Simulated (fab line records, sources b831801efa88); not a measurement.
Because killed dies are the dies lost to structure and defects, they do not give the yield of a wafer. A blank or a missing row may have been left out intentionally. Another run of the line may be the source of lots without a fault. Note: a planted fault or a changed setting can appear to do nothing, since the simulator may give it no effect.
Struck lot and sound lot, side by side + flow sky130 + 14 out of 708 route steps
Sound: wafers L532.2, L532.3, L532.5. Struck: wafers L546.2, L546.3, L546.6. At the end, the cause is stated.
For every step that has rows: the tool of each side, followed by ch and its chambers, followed by its first start. Under that, the readings that differ: sound wafers + struck wafers + difference of the means + sigmas: that difference in standard deviations of wafers without a fault.
alike: readings whose means differ by less than 2 such deviations, and words and numbers that are the same on both sides. not compared: withheld readings, readings that some wafer has no value for, bounds like >300 that may hide the same value, and numbers for which the record gives no deviation and whose values overlap.
The two part at a step that has a row with sigmas, a row that says differs or no value, or rows on one side only. Non-overlapping numbers with no deviation appear without sigmas and do not part them. A reading missing from all wafers of one side parts the sides only when that side holds two or more wafers.

SKY_NWELL_OVL_MEAS_10:
  sound: overlay-02 at day 6 06:13; struck: overlay-01 at day 9 07:31
| reading           | sound          | struck      | difference | sigmas |
|-------------------|----------------|-------------|------------|--------|
| NWELL_00_OVL (nm) | -1.8 -1.4 -1.2 | 1.3 2.4 3.8 | +4.0       | +3     |
then, 3 steps without rows for these wafers: SKY_NWELL_IMPLANT_11; SKY_NWELL_IMPLANT_12; SKY_NWELL_IMPLANT_13.
SKY_NWELL_STRIP_14: strips in O2/N2.
  sound on plasma asher-03 ch 0,1, day 6 06:42; struck on plasma asher-02 ch 0,1, day 9 08:00
  alike: drypump motor current A, n2 flow sccm, oes product au, strip time to endpoint s
  not compared: rf hours counter h
SKY_NWELL_TW_MEAS_15:
  sound: film metro-01 at day 6 06:49; struck: film metro-04 at day 9 08:07
| reading  | sound          | struck         | difference | sigmas |
|----------|----------------|----------------|------------|--------|
| NWELL_TW | 1837 1823 1832 | 1801 1798 1806 | -29        | -3     |
then, 6 steps without rows for these wafers: SKY_NWELL_DEHYDRATE_16 (time 60 s); SKY_NWELL_HMDS_17 (prime time 60 s); SKY_NWELL_COAT_18 (resist thk 3000 nm); SKY_NWELL_SOFTBAKE_19; SKY_NWELL_EXPOSE_20 (exposes mask NWM COMPLEMENT, target cd 840 nm); SKY_NWELL_PEB_21.
SKY_NWELL_DEVELOP_22: develop time 60 s.
  sound on litho track-01 ch 0, day 7 02:00; struck on litho track-04, day 10 05:00
  no value came back on the struck wafers for chill plate temp C (C), develop time s (s); on the sound wafers chill plate temp C (C) reads 23.02 22.99 22.92
SKY_NWELL_OVL_MEAS_23:
  sound: overlay-01 at day 7 02:10; struck: overlay-02 at day 10 06:04
| reading           | sound       | struck | difference                    | sigmas |
|-------------------|-------------|--------|-------------------------------|--------|
| NWELL_01_OVL (nm) | 1.3 0.7 1.5 | - - -  | no value on the struck wafers |        |

WHERE THEY PART
At SKY_NWELL_OVL_MEAS_10 first; at SKY_NWELL_OVL_MEAS_23 last (within this record only).

WHY: what had been put in by the simulator
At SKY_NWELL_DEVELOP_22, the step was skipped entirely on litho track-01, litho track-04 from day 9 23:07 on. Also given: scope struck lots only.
